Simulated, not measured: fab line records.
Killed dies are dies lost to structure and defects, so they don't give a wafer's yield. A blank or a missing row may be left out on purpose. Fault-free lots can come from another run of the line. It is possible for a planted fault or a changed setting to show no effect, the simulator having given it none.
Struck lot and sound lot, side by side -- flow sky130 -- 17 steps out of a route of 708
Sound: the wafers L923.3, L923.5, L923.6. Wafers struck: L920.4, L920.5, L920.6. The cause is given at the end.
At each step with rows: each side's tool, then ch and its chambers, then its first start. Under that, the readings that differ: sound wafers -- struck wafers -- difference of the means -- sigmas: that difference in standard deviations of wafers without a fault.
alike: same words and numbers on both sides, and readings whose means sit less than 2 such deviations apart. not compared: any withheld reading, any reading some wafer has no value for, any bound like >300 that may hide the same value, and any number with overlapping values for which the record gives no deviation.
The two part at a step that has a row with sigmas, a row that says differs or no value, or rows on one side only. Non-overlapping numbers with no deviation appear without sigmas and do not part them. A reading that every wafer of one side lacks parts them only if that side has two wafers or more.

SKY_CONTACT_BOW_MEAS_05:
  sound: film-metro-01 at day 35 01:22; struck: film-metro-02 at day 34 23:51
  alike: CONTACT_BOW
then, 8 steps without rows for these wafers: SKY_CONTACT_DEHYDRATE_06 (time 60 s); SKY_CONTACT_HMDS_07 (prime time 60 s); SKY_CONTACT_COAT_08 (resist thk 60 nm); SKY_CONTACT_COAT_09 (resist thk 450 nm); SKY_CONTACT_SOFTBAKE_10 (time 90 s); SKY_CONTACT_EXPOSE_11 (exposes mask CTM1, target cd 170 nm); SKY_CONTACT_PEB_12; SKY_CONTACT_DEVELOP_13 (develop time 60 s).
SKY_CONTACT_CD_MEAS_14: target cd 170 nm.
  sound: cd-sem-01 at day 36 03:02; struck: cd-sem-01 at day 36 01:49
  alike: cd-nm
SKY_CONTACT_OVL_MEAS_15:
  sound: overlay-01 at day 36 03:08; struck: overlay-01 at day 36 01:53
  alike: CONTACT_OVL
SKY_CONTACT_ETCH_16: etches BARC in N2/H2, stops on SiO2, time 45.9 s, target depth 60 nm.
  sound on rie-diel-02 ch 0,1,3, day 36 03:10; struck on rie-diel-02 ch 1,2, day 36 01:55
  alike: bias-w, chamber-pressure-mTorr, drypump-motor-current-A, h2-flow-sccm, oes-product-au, throttle-valve-pct
  not compared: rf-hours-counter-h
SKY_CONTACT_ETCH_17: etches SiO2 in C4F8/O2/Ar, stops on Si3N4, target depth 340 nm.
  sound on rie-diel-02 ch 0,1,3, day 36 03:12; struck on rie-diel-02 ch 1,2, day 36 01:57
  no value came back on the struck wafers for bias-w (W), chamber-pressure-mTorr (mTorr), oes-product-au (a.u.); on the sound wafers bias-w (W) reads 1205 1202 1199
reading,sound,struck,difference,sigmas
model.KrF-thick_of_CONTACT_COAT_09.thk-nm (nm),328.4 326.2 330.7,391.4 391.4 392.8,+63.4,
SKY_CONTACT_ETCH_18: etches Si3N4 in CHF3/O2, stops on TiN, time 39 s, target depth 75 nm.
  sound on rie-diel-02 ch 0,1,3; struck on rie-diel-02 ch 1,2
reading,sound,struck,difference,sigmas
oes-product-au (a.u.),0.852 0.849 0.858,0.374 0.374 0.376,-0.478,-54
throttle-valve-pct (%),8.800 8.793 8.781,8.651 8.672 8.671,-0.127,-13
model.KrF-thick_of_CONTACT_COAT_09.thk-nm (nm),243.6 240.2 247.8,303.6 303.6 308.2,+61.3,
  alike: O2_flow_sccm, bias-w, drypump-motor-current-A
  not compared: rf-hours-counter-h
SKY_CONTACT_STRIP_19: strips in O2/N2.
  sound on plasma-asher-02 ch 0,1, day 36 03:19; struck on plasma-asher-03 ch 0,1, day 36 02:04
reading,sound,struck,difference,sigmas
oes-product-au (a.u.),0.387 0.374 0.377,0.400 0.407 0.410,+0.026,+5
strip-time-to-endpoint-s (s),3.63 3.58 3.66,4.26 4.26 4.30,+0.65,+14
  alike: drypump-motor-current-A
  not compared: rf-hours-counter-h
then, 1 step without rows for these wafers: SKY_CONTACT_STRIP_20 (strips in post etch residue remover, time 1200 s).
-- the record jumps here: 13 days lie between the struck wafers' starts before and after (it left off in module CONTACT and takes up again in module PAD_OPEN, whose first step shown is number 708 of the route) --
SKY_PAD_OPEN_PROBE_99:
  sound: prober-01 at day 49 08:13; struck: prober-02 at day 49 08:16
reading,sound,struck,difference,sigmas
killed-at-contacts,23 21 27,442 432 421,+408,+77
killed-dies,89 89 94,492 492 492,+401,+41
killed-on-rim,19 21 21,96 96 96,+76,+20
  alike: killed_at_M0_to_M3, killed_at_M4_up, killed-at-front-end, killed-at-other, killed-open, killed-short

WHERE THEY PART
At SKY_CONTACT_ETCH_17 first; at SKY_PAD_OPEN_PROBE_99 last (within this record only).

WHY: whatever the simulator had introduced
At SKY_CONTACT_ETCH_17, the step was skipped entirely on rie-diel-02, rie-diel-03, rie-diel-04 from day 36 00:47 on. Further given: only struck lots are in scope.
